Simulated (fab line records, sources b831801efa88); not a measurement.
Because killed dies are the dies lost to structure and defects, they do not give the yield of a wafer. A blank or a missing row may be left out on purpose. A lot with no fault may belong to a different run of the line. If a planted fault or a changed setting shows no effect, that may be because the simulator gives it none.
fab line records -- flow sky130 -- part 2 of 2: steps 43 to 43 of 43
record: lots: 6, wafers: 18, last_day: 50
route steps=708 shown VIA4@640 METAL5@661 PASSIVATION@681 PAD_OPEN@708
lots untouched by any fault: they come from a run of this same line in which no faults occurred
start_h: the number of hours between the record's first day and the start of the first shown wafer of the lot -- wait_h: time in hours since the lot's previous step -- " the same as in the row above -- L1.1+2: a row that stands for several wafers -- - no value, or no start was given -- * or withheld: withheld -- < > ~ a bound
route shown NAME@n: NAME is a module with steps in the file, n the number in the route of the first one -- usual: mean/standard deviation of fault-free wafers -- same: alike in all rows -- chamber/n: place in a boat -- sites: each site's reading -- _std_site: their standard deviation -- _edge_site: outer sites' mean less inner sites' -- radius_mm: for every site, how far away it sits from the centre of the wafer -- mask NAME#n: copy n -- behind: the last tool/chamber to shape the wafer -- hold: the reason the lot was held/the length of the hold in hours/how it ended -- device: the n, p or np transistor that did not switch -- end of line: the route-end tests of the same wafers -- a step without rows: its recipe alone -- killed: the dies lost at the first sort to structure and to defects; this is not the yield of the wafer -- map: a wafer's dies, x killed, . not, _ none there
set.NAME: the setting as run; set.NAME@STEP: as run at that earlier step -- model.NAME: the simulator's own value behind a step, which no gauge read
lots seen at some steps along the route; tables by step, rows by wafer
services: from which hour (start_h, from the record's first day; less than 0 if before it) a tool's chamber was out of use, for how many hours, and why
== steps ==
step: SKY_PAD_OPEN_PROBE_99
usual: defect_limited_yield: 82.3/2.2, killed_at_M0_to_M3: 43/7.3, killed_at_M4_up: 3.2/1.9, killed_at_contacts: 25/5.4, killed_at_front_end: 16/4.4, killed_at_other: 0.4/0.66, killed_dies: 87/11, killed_open: 48/7.9, killed_short: 39/6.5, sort_bin_3_pad_short: 0.8/0.43, sort_bin_5_function: 10.5/1.6, sort_bin_6_memory: 6.4/1.2, sort_n_pass: 405/11, sort_yield_pct: 82.3/2.2
same: gross_dies: 492, killed_at_back_side: 0, sort_bin_4_leakage[%]: 0, sort_bin_8_speed[%]: 0
lot.wafer,tool,chamber,start_h,wait_h,hold,defect_limited_yield[%],killed_at_M0_to_M3,killed_at_M4_up,killed_at_contacts,killed_at_front_end,killed_at_other,killed_dies,killed_open,killed_short,sort_bin_3_pad_short[%],sort_bin_5_function[%],sort_bin_6_memory[%],sort_n_pass,sort_yield_pct[%],model.etest.tester.sort_n_pass,model.etest.tester.sort_yield_pct,model.etest.tester.sort_bin_5_pct,model.etest.tester.sort_bin_3_pct
L161.2,prober-02,-,1090.87,0.1,-,84.6,36,4,22,14,0,76,41,35,1.0,9.1,5.3,416,84.6,416,84.55,9.146,1.016
L161.4,prober-02,-,1090.97,0.2,-,84.6,34,5,20,17,0,76,46,28,0.6,8.5,6.3,416,84.6,416,84.55,8.537,0.6098
L161.5,prober-02,-,1091.02,0.2,-,83.5,43,5,20,12,1,81,36,44,0.2,8.9,7.3,411,83.5,411,83.54,8.943,0.2033
L165.4,prober-01,-,1115.77,0.2,-,84.6,41,2,24,9,0,76,43,33,0.2,10.6,4.7,416,84.6,416,84.55,10.57,0.2033
L165.5,prober-01,-,1115.82,0.2,-,86.4,37,2,18,10,0,67,39,28,0.6,7.5,5.5,425,86.4,425,86.38,7.52,0.6098
L165.6,prober-01,-,1115.87,0.2,-,83.7,45,1,20,13,1,80,47,33,1.6,10.4,4.3,412,83.7,412,83.74,10.37,1.626
L172.2,prober-01,-,1165.07,0.1,await_dispo/5.2h/release,83.7,42,4,19,15,0,80,44,35,1.2,9.6,5.5,412,83.7,412,83.74,9.553,1.22
L172.3,prober-01,-,1165.12,0.2,await_dispo/5.2h/release,72.0,36,69,26,7,0,138,35,37,7.3,15.9,4.9,354,72.0,354,71.95,15.85,7.317
L172.4,prober-01,-,1165.17,0.2,await_dispo/5.2h/release,79.1,45,3,32,23,0,103,69,33,1.0,12.0,7.9,389,79.1,389,79.06,11.99,1.016
L173.2,prober-02,-,1165.55,0.1,await_dispo/1.4h/release,81.1,46,4,26,17,0,93,45,48,1.2,8.9,8.7,399,81.1,399,81.1,8.943,1.22
L173.3,prober-02,-,1165.60,0.2,await_dispo/1.4h/release,69.3,43,75,16,17,0,151,45,36,5.3,17.3,8.1,341,69.3,341,69.31,17.28,5.285
L173.4,prober-02,-,1165.65,0.2,await_dispo/1.4h/release,79.5,35,4,35,27,0,101,59,41,1.0,12.8,6.7,391,79.5,391,79.47,12.8,1.016
L182.3,prober-01,-,1205.05,0.2,-,84.3,41,5,15,15,1,77,43,34,0.6,9.1,5.9,415,84.3,415,84.35,9.146,0.6098
L182.4,prober-01,-,1205.10,0.2,-,76.2,58,8,32,19,0,117,64,53,0.6,15.4,7.7,375,76.2,375,76.22,15.45,0.6098
L182.6,prober-01,-,1205.20,0.2,-,81.1,47,1,24,20,1,93,47,45,1.0,12.2,5.7,399,81.1,399,81.1,12.2,1.016
L183.1,prober-02,-,1206.45,0.1,-,79.1,37,5,35,26,0,103,51,52,1.2,11.6,8.1,389,79.1,389,79.06,11.59,1.22
L183.4,prober-02,-,1206.60,0.2,-,82.3,49,2,26,10,0,87,49,38,0.8,10.6,6.3,405,82.3,405,82.32,10.57,0.813
L183.6,prober-02,-,1206.70,0.2,-,84.1,29,1,29,19,0,78,48,30,0.2,10.2,5.5,414,84.1,414,84.15,10.16,0.2033
killed by level:class
L161.2 VIA3:geometric_particle:open=7 VIA1:geometric_particle:open=6 CONTACT:geometric_particle:open=6 CONTACT:geometric_particle:short=6 VIA2:geometric_particle:short=6 FIELD_ISO:geometric_particle:open=5 METAL2:geometric_particle:short=5 LOCAL_INTERCONNECT:geometric_particle:short=4
L161.4 LI_CONTACT:geometric_particle:open=10 VIA1:geometric_particle:open=8 VIA3:geometric_particle:open=6 VIA2:geometric_particle:open=6 CONTACT:geometric_particle:open=5 FIELD_ISO:geometric_particle:short=4 POLY_GATE:geometric_particle:short=4 VIA1:geometric_particle:short=4
L161.5 METAL2:geometric_particle:short=10 LI_CONTACT:geometric_particle:open=7 VIA1:geometric_particle:open=7 CONTACT:geometric_particle:short=6 METAL1:geometric_particle:short=6 VIA2:geometric_particle:open=5 VIA1:geometric_particle:short=5 FIELD_ISO:geometric_particle:short=4
L165.4 CONTACT:geometric_particle:open=9 VIA1:geometric_particle:open=8 VIA3:geometric_particle:open=8 METAL1:geometric_particle:short=7 VIA1:geometric_particle:short=7 LI_CONTACT:geometric_particle:short=5 LI_CONTACT:geometric_particle:open=5 VIA2:geometric_particle:open=5
L165.5 CONTACT:geometric_particle:open=9 VIA1:geometric_particle:open=7 METAL2:geometric_particle:short=6 VIA1:geometric_particle:short=5 LI_CONTACT:geometric_particle:open=5 METAL1:geometric_particle:open=4 VIA3:geometric_particle:open=4 METAL1:geometric_particle:short=3
L165.6 VIA1:geometric_particle:open=10 CONTACT:geometric_particle:open=8 VIA3:geometric_particle:open=7 VIA1:geometric_particle:short=7 FIELD_ISO:geometric_particle:open=6 VIA2:geometric_particle:open=6 LI_CONTACT:geometric_particle:open=5 CONTACT:geometric_particle:short=5
L172.2 VIA1:geometric_particle:open=8 LI_CONTACT:geometric_particle:open=6 CONTACT:geometric_particle:open=6 VIA3:geometric_particle:open=5 VIA1:geometric_particle:short=5 METAL2:geometric_particle:short=5 METAL2:geometric_particle:open=5 FIELD_ISO:geometric_particle:short=4
L172.3 VIA4:unspecified=66 LI_CONTACT:geometric_particle:open=11 METAL2:geometric_particle:short=8 VIA1:geometric_particle:short=7 VIA1:geometric_particle:open=7 CONTACT:geometric_particle:short=6 CONTACT:geometric_particle:open=5 VIA2:geometric_particle:open=5
L172.4 CONTACT:geometric_particle:open=15 LI_CONTACT:geometric_particle:open=9 VIA1:geometric_particle:open=9 METAL1:geometric_particle:short=8 VIA3:geometric_particle:open=7 POLY_GATE:geometric_particle:open=7 FIELD_ISO:geometric_particle:short=6 FIELD_ISO:geometric_particle:open=5
L173.2 CONTACT:geometric_particle:open=10 VIA3:geometric_particle:open=7 FIELD_ISO:geometric_particle:open=6 METAL2:geometric_particle:short=6 VIA1:geometric_particle:open=6 CONTACT:geometric_particle:short=6 METAL3:geometric_particle:short=6 VIA1:geometric_particle:short=6
L173.3 VIA4:unspecified=70 VIA1:geometric_particle:open=8 VIA2:geometric_particle:open=8 VIA3:geometric_particle:open=7 POLY_GATE:geometric_particle:short=6 POLY_GATE:geometric_particle:open=5 LI_CONTACT:geometric_particle:open=5 METAL1:geometric_particle:short=5
L173.4 FIELD_ISO:geometric_particle:open=11 CONTACT:geometric_particle:open=11 LOCAL_INTERCONNECT:geometric_particle:short=10 FIELD_ISO:geometric_particle:short=7 LI_CONTACT:geometric_particle:open=7 VIA2:geometric_particle:open=7 VIA3:geometric_particle:open=7 POLY_GATE:geometric_particle:open=5
L182.3 VIA1:geometric_particle:open=10 VIA3:geometric_particle:open=8 LI_CONTACT:geometric_particle:open=6 METAL1:geometric_particle:short=5 FIELD_ISO:geometric_particle:short=4 POLY_GATE:geometric_particle:open=4 POLY_GATE:geometric_particle:short=4 METAL2:geometric_particle:short=4
L182.4 CONTACT:geometric_particle:open=16 VIA3:geometric_particle:open=10 METAL1:geometric_particle:short=8 VIA1:geometric_particle:open=8 VIA1:geometric_particle:short=8 CONTACT:geometric_particle:short=7 METAL2:geometric_particle:short=7 FIELD_ISO:geometric_particle:open=6
L182.6 VIA1:geometric_particle:open=11 CONTACT:geometric_particle:short=7 METAL1:geometric_particle:short=7 VIA2:geometric_particle:open=7 FIELD_ISO:geometric_particle:open=5 LI_CONTACT:geometric_particle:open=5 CONTACT:geometric_particle:open=5 METAL2:geometric_particle:short=5
L183.1 CONTACT:geometric_particle:open=14 FIELD_ISO:geometric_particle:open=9 VIA1:geometric_particle:short=8 POLY_GATE:geometric_particle:open=7 LOCAL_INTERCONNECT:geometric_particle:short=6 CONTACT:geometric_particle:short=6 VIA1:geometric_particle:open=6 POLY_GATE:geometric_particle:short=5
L183.4 VIA1:geometric_particle:open=10 CONTACT:geometric_particle:open=9 VIA2:geometric_particle:open=7 VIA1:geometric_particle:short=6 VIA3:geometric_particle:open=6 LI_CONTACT:geometric_particle:short=5 CONTACT:geometric_particle:short=5 VIA3:geometric_particle:short=5
L183.6 CONTACT:geometric_particle:open=14 LI_CONTACT:geometric_particle:open=8 FIELD_ISO:geometric_particle:open=6 VIA3:geometric_particle:open=5 VIA1:geometric_particle:open=4 METAL2:geometric_particle:short=4 FIELD_ISO:geometric_particle:short=3 POLY_GATE:geometric_particle:short=3
map L172.3 (x killed, . not)
__________.........x_________
________......xxxxxxxx_______
______..........xxxxxxxx_____
_____.........xxxxxxxxx..____
____........xxxxxxxxxxxxx.___
___.x.x.x...xx.xxxxxxxxxx..__
__.............xxxxxxxxx..xx_
_.........x..x..xxxxxxxx.....
_x......x.....xx.xxxxx.......
_.......xx.x...........x.....
_......x....x.......x.x......
_.............x.x.x.......x..
_..................xx..x.x...
_.x.x..x...x...x..xx..x.....x
_......x......x.....x........
__...x...xx......x.....x..x._
___.x...x....x.......x.x...__
____........x..x....x.xxx.___
_____...x..x.............____
______........x........._____
________.xx......x...._______
__________..x.x.x..._________
map L173.3 (x killed, . not)
__________......x.xx_________
________...x...xxxxxxx_______
______..x....x.xxxxxxxxx_____
_____.x........xxxxxxxxxx____
____....x.....xxxxxxxxxxxx___
___...x...x.x.xxxxxxxxxx...__
__..........xx.xxxxxxxx.x.x._
_........x...x...xxxxxx.x..x.
_.x.xx...x..x....x.xxxx.xx...
_....xx......x...x.xxxx.x...x
_...............x..x.....x..x
_.............x.....x..x.x...
_..x.xx.x...x.....x.xx.xx..x.
_..............x.......x.....
_..x...x...xx.x........x.....
__.......x.x...x...x.x....x._
___............x....x......__
____.x.........x...x.....x___
_____..x.....x..x..x.....____
______........x........._____
________x......x......_______
__________...xx....._________
== services ==
tool,chamber,start_h,hours,kind
rie_diel-04,0,1004.30,4.7,repair
cmp-02,-,1019.97,1.2,repair
rie_diel-03,-,1022.84,2.8,pm
rie_diel-01,3,1042.27,23.9,repair
rie_diel-01,0,1045.41,2.9,repair
cmp-01,-,1049.98,8.6,pm
plasma_asher-04,-,1055.25,9.0,pm
pvd_sputter-03,-,1059.53,7.7,repair
plasma_asher-01,-,1065.05,4.9,repair
rie_diel-04,-,1072.54,4.3,pm
cmp-01,-,1076.43,0.9,repair
rie_diel-04,0,1080.64,104.3,repair
cmp-01,-,1084.38,4.0,pm
rie_diel-04,-,1099.86,1.1,repair
plasma_asher-01,-,1105.10,13.4,repair
plasma_asher-01,-,1116.39,9.5,repair
rie_diel-03,3,1118.87,3.9,repair
cmp-02,-,1126.71,1.3,repair
pvd_sputter-03,-,1129.17,2.1,repair
cmp-01,-,1132.67,7.4,pm
rie_diel-04,3,1132.93,3.4,repair
cmp-02,-,1151.40,1.4,repair
pvd_sputter-03,-,1159.48,3.9,repair
rie_diel-03,3,1165.52,11.0,repair
== key ==
first_sign: step: SKY_PAD_OPEN_PROBE_99, reading: killed_at_M4_up, direction: up, sigmas: 37, usual: 3.2, struck: 72
effect: step: SKY_PAD_OPEN_PROBE_99, reading: sort_bin_3_pad_short, direction: up, sigmas: 13, usual: 0.8, struck: 6.3
model_effect: step: SKY_PAD_OPEN_PROBE_99, value: etest.tester.sort_n_pass, without: 401.5, struck: 347.5
met_at SKY_VIA4_STRIP_13
struck_wafers L172.3,L173.3
fault: kind: chamber_particle_source, tool: plasma_asher-04, chamber: 0, onset_h: 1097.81, steps: SKY_VIA4_STRIP_13, rate_per_visit_cm2: 2.1164, end_h: 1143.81
